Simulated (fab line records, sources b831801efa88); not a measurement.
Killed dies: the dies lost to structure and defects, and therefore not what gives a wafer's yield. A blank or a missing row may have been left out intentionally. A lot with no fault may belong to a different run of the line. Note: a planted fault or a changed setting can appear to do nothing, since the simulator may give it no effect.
fab line records	flow gf180mcu
[record] lots = 5	wafers = 15	last-day = 34
route steps=602 shown M1@319 PASSIVATION@602
lots that met no fault: from a run of the same line without faults
start-h: hours from the record's opening day to when the first of the lot's shown wafers began	wait-h: hours from the lot's prior step to this one	" unchanged from the row above	L1.1+2: a row that stands for several wafers	- either no value or no given start	* or withheld: withheld	< > ~ a bound
route shown NAME@n: NAME is a module with steps in the file, n the number in the route of the first one	usual: mean/standard deviation taken from wafers without a fault	same: alike in all rows	chamber/n: place in a boat	sites: each site's reading	_std_site: the standard deviation of these	_edge_site: inner sites' mean taken away from outer sites' mean	radius-mm: how far each site lies from the wafer's centre	mask NAME#n: copy n	behind: the tool/chamber that last shaped the wafer	hold: cause of the lot's hold/its duration in hours/its outcome	device: the transistor (n, p or np) that didn't switch	end of line: the tests these same wafers got at the end of their route	a step with no rows: only its recipe	killed: the dies lost at the first sort to structure and to defects; this is not the yield of the wafer	map: a wafer's dies, marking killed ones x, the rest . and places with no die _
set.NAME: the setting the step ran with; set.NAME@STEP: the setting that earlier step ran with	model.NAME: the simulator's own value behind a step, which no gauge read
a table for each step, a row for each wafer; lots at some steps of the route
services: a tool's chamber out of use, with start hour (start-h, from the record's first day; less than 0 if before it), hours out, and reason
[[steps]]
[step GF_M1_SPUTTER_04]
[recipe] material = TiN	target-thk-nm = 50	power-w = 6500	time-s = 41.7	chamber-pressure-pa = 0.4
[usual] throttle-valve-pct = 30.1/1
lot.wafer	tool	chamber	start-h	wait-h	throttle-valve-pct
L565.2	pvd-sputter-01	-	386.13	0.0	30.1
L565.3	"	-	"	"	30.8
L565.5	"	-	"	"	30.3
L571.1	pvd-sputter-04	-	437.93	0.0	31.0
L571.2	"	-	"	"	27.4
L571.3	"	-	"	"	30.6
L577.3	pvd-sputter-03	-	485.51	0.0	30.3
L577.4	"	-	"	"	28.8
L577.5	"	-	"	"	30.4
L578.1	pvd-sputter-01	-	495.32	0.0	30.2
L578.3	"	-	"	"	31.1
L578.4	"	-	"	"	30.2
L585.3	pvd-sputter-01	-	549.30	0.0	30.3
L585.4	"	-	"	"	30.1
L585.6	"	-	"	"	30.2
[step GF_M1_RS_MEAS_05]
[recipe] thk-meas-gauge = four-point-probe	reads = TiN_of_M1_SPUTTER_04+Ti_of_M1_SPUTTER_03+AlCu_of_M1_SPUTTER_02+TiN_of_M1_SPUTTER_01+Ti_of_M1_SPUTTER_00
[usual] M1_ALCU_RS = 0.0693/0.00072
lot.wafer	tool	chamber	start-h	wait-h	M1_ALCU_RS[ohm/sq]
L565.2	film-metro-03	-	386.19	0.0	0.0711
L565.3	"	-	"	"	0.0711
L565.5	"	-	"	"	0.0706
L571.1	film-metro-03	-	437.97	0.0	0.0695
L571.2	"	-	"	"	0.0688
L571.3	"	-	"	"	0.0697
L577.3	film-metro-04	-	485.59	0.1	0.0685
L577.4	"	-	"	"	0.0685
L577.5	"	-	"	"	0.0685
L578.1	film-metro-03	-	495.36	0.0	0.0699
L578.3	"	-	"	"	0.0699
L578.4	"	-	"	"	0.0700
L585.3	film-metro-03	-	549.38	0.1	0.0692
L585.4	"	-	"	"	0.0696
L585.6	"	-	"	"	0.0691
[step GF_M1_THK_MEAS_06]
[recipe] thk-meas-gauge = xrf	reads = AlCu_of_M1_SPUTTER_02
[usual] M1_ALCU_THK = 441/5.1
lot.wafer	tool	chamber	start-h	wait-h	M1_ALCU_THK[nm]
L565.2	film-metro-03	-	386.30	0.1	435
L565.3	"	-	"	"	435
L565.5	"	-	"	"	438
L571.1	film-metro-03	-	438.09	0.1	444
L571.2	"	-	"	"	448
L571.3	"	-	"	"	440
L577.3	film-metro-04	-	485.69	0.1	449
L577.4	"	-	"	"	449
L577.5	"	-	"	"	448
L578.1	film-metro-03	-	495.48	0.1	439
L578.3	"	-	"	"	437
L578.4	"	-	"	"	437
L585.3	film-metro-03	-	549.48	0.1	443
L585.4	"	-	"	"	440
L585.6	"	-	"	"	446
[step GF_M1_DEHYDRATE_07]
[recipe] temp-c = 200	time-s = 60
[step GF_M1_HMDS_08]
[recipe] prime-time-s = 60	prime-temp-c = 120
[step GF_M1_COAT_09]
[recipe] resist = KrF	spin-rpm = withheld	resist-thk-nm = 1000
[step GF_M1_SOFTBAKE_10]
[recipe] temp-c = 130	time-s = 60	resist = KrF
[step GF_M1_EXPOSE_11]
[recipe] mask-id = Metal1	target-cd-nm = 230	na = 0.68	source-shape = conventional	sigma-outer = 0.6	dose-mj = 28
[step GF_M1_PEB_12]
[recipe] peb-temp-c = 135	peb-time-s = 90	resist = KrF
[step GF_M1_DEVELOP_13]
[recipe] develop-time-s = 60	dev-temp-c = 21
[step GF_M1_CD_MEAS_14]
[recipe] target-cd-nm = 230
[usual] cd-nm = 230.4/1.4
lot.wafer	tool	chamber	start-h	wait-h	cd-nm
L565.2	cd-sem-01	-	409.76	0.1	229.4
L565.3	"	-	"	"	228.9
L565.5	"	-	"	"	228.4
L571.1	cd-sem-02	-	462.09	0.1	231.2
L571.2	"	-	"	"	230.8
L571.3	"	-	"	"	233.4
L577.3	cd-sem-01	-	509.13	0.1	232.8
L577.4	"	-	"	"	231.9
L577.5	"	-	"	"	232.6
L578.1	cd-sem-01	-	518.19	0.1	229.8
L578.3	"	-	"	"	229.5
L578.4	"	-	"	"	229.6
L585.3	cd-sem-02	-	571.04	0.1	231.7
L585.4	"	-	"	"	232.1
L585.6	"	-	"	"	231.7
[step GF_M1_OVL_MEAS_15]
[usual] M1_OVL = 1/4.7
lot.wafer	tool	chamber	start-h	wait-h	M1_OVL[nm]
L565.2	overlay-02	-	409.87	0.1	3
L565.3	"	-	"	"	-3
L565.5	"	-	"	"	-5
L571.1	overlay-02	-	462.21	0.1	1
L571.2	"	-	"	"	3
L571.3	"	-	"	"	2
L577.3	overlay-01	-	509.22	0.1	-4
L577.4	"	-	"	"	10
L577.5	"	-	"	"	3
L578.1	overlay-02	-	518.31	0.1	1
L578.3	"	-	"	"	0
L578.4	"	-	"	"	4
L585.3	overlay-02	-	571.13	0.1	-3
L585.4	"	-	"	"	1
L585.6	"	-	"	"	-1
[step GF_M1_METAL_ETCH_16]
[recipe] chemistry = Cl2/BCl3	mask-material = KrF	target-depth-nm = 627.5	stop-on = SiO2	pressure-mtorr = 8	icp-w = 800	bias-w = 140	Cl2_flow_sccm = 80	bcl3-flow-sccm = 40	time-s = 104.6
[usual] drypump-motor-current-A = 6.0/0.52	oes-product-au = 0.973/0.0064	rf-fwd-power-W = 795.5/2.8	throttle-valve-pct = 28.248/0.01
lot.wafer	tool	chamber	start-h	wait-h	drypump-motor-current-A	oes-product-au	rf-fwd-power-W	rf-hours-counter-h	throttle-valve-pct	model.etch.depth-nm	model.M1.feature-depth-nm	model.KrF_of_M1_COAT_09.thk-nm
L565.2	rie-metal-04	1	409.90	0.0	5.5	0.962	796.7	12	28.248	591.1	591.1	730.2
L565.3	"	0	"	"	6.4	0.966	794.5	-	28.260	590.8	590.8	729.2
L565.5	"	1	"	"	5.5	0.970	796.2	-	28.261	594.7	594.7	733.5
L571.1	rie-metal-04	0	462.25	0.0	6.4	0.966	793.0	0	28.252	602.9	602.9	732.7
L571.2	"	0	"	"	6.4	0.982	789.5	-	28.233	606.6	606.6	730.7
L571.3	"	0	"	"	6.4	0.968	790.9	-	28.252	602	602	731.8
L577.3	rie-metal-04	0	509.28	0.1	6.4	0.981	793.7	-	28.244	607.8	607.8	733.3
L577.4	"	1	"	"	5.5	0.847	797.0	-	28.377	475.7	475.7	795.1
L577.5	"	1	"	"	5.5	0.858	796.5	-	28.390	478.6	478.6	793.2
L578.1	rie-metal-03	0	518.34	0.0	6.6	0.967	799.7	10	28.249	599.1	599.1	734.6
L578.3	"	1	"	"	5.1	0.971	794.1	-	28.247	598.6	598.6	733.6
L578.4	"	0	"	"	6.7	0.966	797.6	-	28.247	597.4	597.4	735.3
L585.3	rie-metal-02	0	571.19	0.1	6.0	0.968	793.7	-	28.255	602.8	602.8	729.4
L585.4	"	1	"	"	5.9	0.978	794.7	-	28.247	601.3	601.3	730.3
L585.6	"	0	"	"	6.0	0.962	799.0	-	28.248	603	603	734.3
[step GF_M1_STRIP_17]
[recipe] chemistry = O2/N2	power-w = 1400	pressure-mtorr = 1500	platen-temp-c = 250	o2-flow-sccm = 3000	n2-flow-sccm = 300	overash-fraction = 0.5
[usual] drypump-motor-current-A = 5.7/0.57	heater-power-w = 354/18	oes-product-au = 0.557/0.005	strip-time-to-endpoint-s = 7.85/0.038
lot.wafer	tool	chamber	start-h	wait-h	drypump-motor-current-A	heater-power-w	oes-product-au	rf-hours-counter-h	strip-time-to-endpoint-s
L565.2	plasma-asher-02	0	410.01	0.1	6.7	361	0.560	34	7.83
L565.3	"	0	"	"	6.6	362	0.552	-	7.82
L565.5	"	1	"	"	5.7	325	0.555	-	7.86
L571.1	plasma-asher-02	1	462.47	0.2	5.7	319	0.552	40	7.85
L571.2	"	0	"	"	6.7	371	0.552	40	7.82
L571.3	"	0	"	"	6.6	362	0.558	-	7.83
L577.3	plasma-asher-03	1	509.39	0.1	6.1	367	0.556	-	7.86
L577.4	"	0	"	"	5.5	343	0.585	-	8.46
L577.5	"	0	"	"	5.5	338	0.580	-	8.45
L578.1	plasma-asher-03	0	518.46	0.1	5.4	343	0.559	85	7.88
L578.3	"	1	"	"	6.1	366	0.558	-	7.87
L578.4	"	0	"	"	5.5	340	0.556	-	7.89
L585.3	plasma-asher-03	0	571.30	0.1	5.4	345	0.552	-	7.82
L585.4	"	1	"	"	6.1	360	0.557	-	7.83
L585.6	"	1	"	"	6.1	367	0.558	-	7.87
[step GF_M1_STRIP_18]
[recipe] chemistry = post-etch-residue-remover	time-s = 1200	temp-c = 72.5
[step GF_PASSIVATION_PROBE_99]
lot.wafer	tool	chamber	start-h	wait-h	model.etest.npoly-u.short	model.etest.dnwell-pinched.short	model.etest.iso-nwell-nwell.over-limit	model.etest.met4-comb.over-limit	model.etest.via3-chain.short	model.etest.p-drift.short	model.etest.field-p.short	model.etest.nmos_6p0_turned.short
L565.2+3+5	prober-01	-	693.40	0.1	0	0	0	0	0	0	0	0
L571.1+2+3	prober-01	-	733.20	0.1	0	0	0	0	0	0	0	0
L577.3	prober-01	-	767.04	0.2	0	0	0	0	0	0	0	0
L577.4+5	prober-01	-	767.09	0.2	1	1	1	1	1	1	1	1
L578.1+3+4	prober-02	-	776.39	0.1	0	0	0	0	0	0	0	0
L585.3+4+6	prober-02	-	808.09	0.2	0	0	0	0	0	0	0	0
// killed by level:class
L565.2 V3:geometric-particle:open=6 V5:geometric-particle:open=5 CONTACT:geometric-particle:open=4 V1:geometric-particle:short=4 M2:geometric-particle:short=4 V3:geometric-particle:short=4 M4:geometric-particle:short=3 V4:geometric-particle:open=3
L565.3 STI:geometric-particle:open=5 V2:geometric-particle:open=5 V3:geometric-particle:open=5 POLY_GATE:geometric-particle:open=4 STI:geometric-particle:short=3 CONTACT:geometric-particle:short=3 M1:geometric-particle:short=3 V1:geometric-particle:open=3
L565.5 V2:geometric-particle:open=6 V5:geometric-particle:short=6 M4:geometric-particle:short=5 V4:geometric-particle:open=4 V5:geometric-particle:open=4 CONTACT:geometric-particle:open=3 M1:geometric-particle:short=3 M5:geometric-particle:short=3
L571.1 V1:geometric-particle:open=6 V4:geometric-particle:open=6 V2:geometric-particle:open=5 V5:geometric-particle:open=5 CONTACT:geometric-particle:open=4 M1:geometric-particle:short=3 M2:geometric-particle:short=3 V2:geometric-particle:short=3
L571.2 V1:geometric-particle:open=7 V5:geometric-particle:open=5 CONTACT:geometric-particle:open=4 M1:geometric-particle:short=4 V4:geometric-particle:open=4 M2:geometric-particle:short=3 V1:geometric-particle:short=3 V3:geometric-particle:open=3
L571.3 V1:geometric-particle:open=9 STI:geometric-particle:short=6 CONTACT:geometric-particle:open=6 V2:geometric-particle:open=4 V1:geometric-particle:short=4 V3:geometric-particle:open=4 V5:geometric-particle:open=4 V4:geometric-particle:open=3
L578.1 V2:geometric-particle:open=6 V3:geometric-particle:open=5 V4:geometric-particle:open=5 STI:geometric-particle:open=4 M2:geometric-particle:short=3 V4:geometric-particle:short=3 V5:geometric-particle:open=3 STI:geometric-particle:short=2
L578.3 V1:geometric-particle:open=11 V4:geometric-particle:open=6 V2:geometric-particle:open=4 V3:geometric-particle:open=4 M5:geometric-particle:short=4 STI:geometric-particle:open=3 CONTACT:geometric-particle:open=3 M4:geometric-particle:short=3
L578.4 V2:geometric-particle:short=4 V4:geometric-particle:open=4 V4:geometric-particle:short=4 V5:geometric-particle:short=4 V1:geometric-particle:open=3 M2:geometric-particle:short=3 V3:geometric-particle:open=3 M4:geometric-particle:short=3
L585.3 V4:geometric-particle:open=7 M2:geometric-particle:short=5 CONTACT:geometric-particle:open=4 V1:geometric-particle:open=4 STI:geometric-particle:short=3 V3:geometric-particle:open=3 V3:geometric-particle:short=3 STI:geometric-particle:open=2
L585.4 CONTACT:geometric-particle:open=5 V2:geometric-particle:open=4 V3:geometric-particle:open=4 CONTACT:geometric-particle:short=3 V3:geometric-particle:short=3 V5:geometric-particle:short=3 SAB:geometric-particle:open=2 M1:geometric-particle:short=2
L585.6 V5:geometric-particle:open=6 V3:geometric-particle:open=5 CONTACT:geometric-particle:open=4 V4:geometric-particle:open=4 STI:geometric-particle:short=3 M3:geometric-particle:short=3 M4:geometric-particle:short=3 M5:geometric-particle:short=3
[[services]]
tool	chamber	start-h	hours	kind
rie-metal-03	1	387.78	6.7	repair
pvd-sputter-03	0	409.18	-	consumable-replace:kit
pvd-sputter-03	0	409.18	18.0	scheduled-down
pvd-sputter-03	0	409.18	18.0	vent-cycle
rie-metal-04	-	424.41	15.6	pm
rie-metal-04	0	440.01	-	clean
rie-metal-04	0	440.01	17.0	scheduled-down
rie-metal-04	0	440.01	17.0	vent-cycle
pvd-sputter-04	0	445.62	-	consumable-replace:kit
pvd-sputter-04	0	445.62	18.0	scheduled-down
pvd-sputter-04	0	445.62	18.0	vent-cycle
rie-metal-04	-	455.36	0.1	repair
pvd-sputter-01	1	455.98	-	consumable-replace:kit
pvd-sputter-01	1	455.98	18.0	scheduled-down
pvd-sputter-01	1	455.98	18.0	vent-cycle
rie-metal-04	1	457.06	-	clean
rie-metal-04	1	457.06	20.0	scheduled-down
rie-metal-04	1	457.06	20.0	vent-cycle
rie-metal-04	-	463.84	1.4	pm
rie-metal-02	0	472.41	-	clean
rie-metal-02	0	472.41	25.7	scheduled-down
rie-metal-02	0	472.41	25.7	vent-cycle
[[key]]
[first-sign] step = GF_M1_METAL_ETCH_16	reading = oes-product-au	direction = down	sigmas = 19	usual = 0.973	struck = 0.852
[effect] step = GF_M1_METAL_ETCH_16	reading = throttle-valve-pct	direction = up	sigmas = 14	usual = 28.248	struck = 28.384
[effect] step = GF_M1_STRIP_17	reading = strip-time-to-endpoint-s	direction = up	sigmas = 16	usual = *	struck = *
[model-effect] step = GF_M1_METAL_ETCH_16	value = etch.depth-nm	without = 608.5	struck = 477.2
[model-effect] step = GF_PASSIVATION_PROBE_99	value = etest.npoly-u.short	without = 0	struck = 1
met-at GF_M1_METAL_ETCH_16
struck-wafers L577.4,L577.5
sort-left-out L577.4,L577.5
onset-between 409.90 509.28
[fault] kind = process-parameter-drift	tool = rie-metal-04	chamber = 1	onset-h = 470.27	steps = GF_M1_METAL_ETCH_16	channel = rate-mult	offset = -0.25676	shape = step	end-h = 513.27
// sort-left-out: the simulated sort isn't trusted on such a fault, so these wafers' sort isn't shown, and their yield isn't known
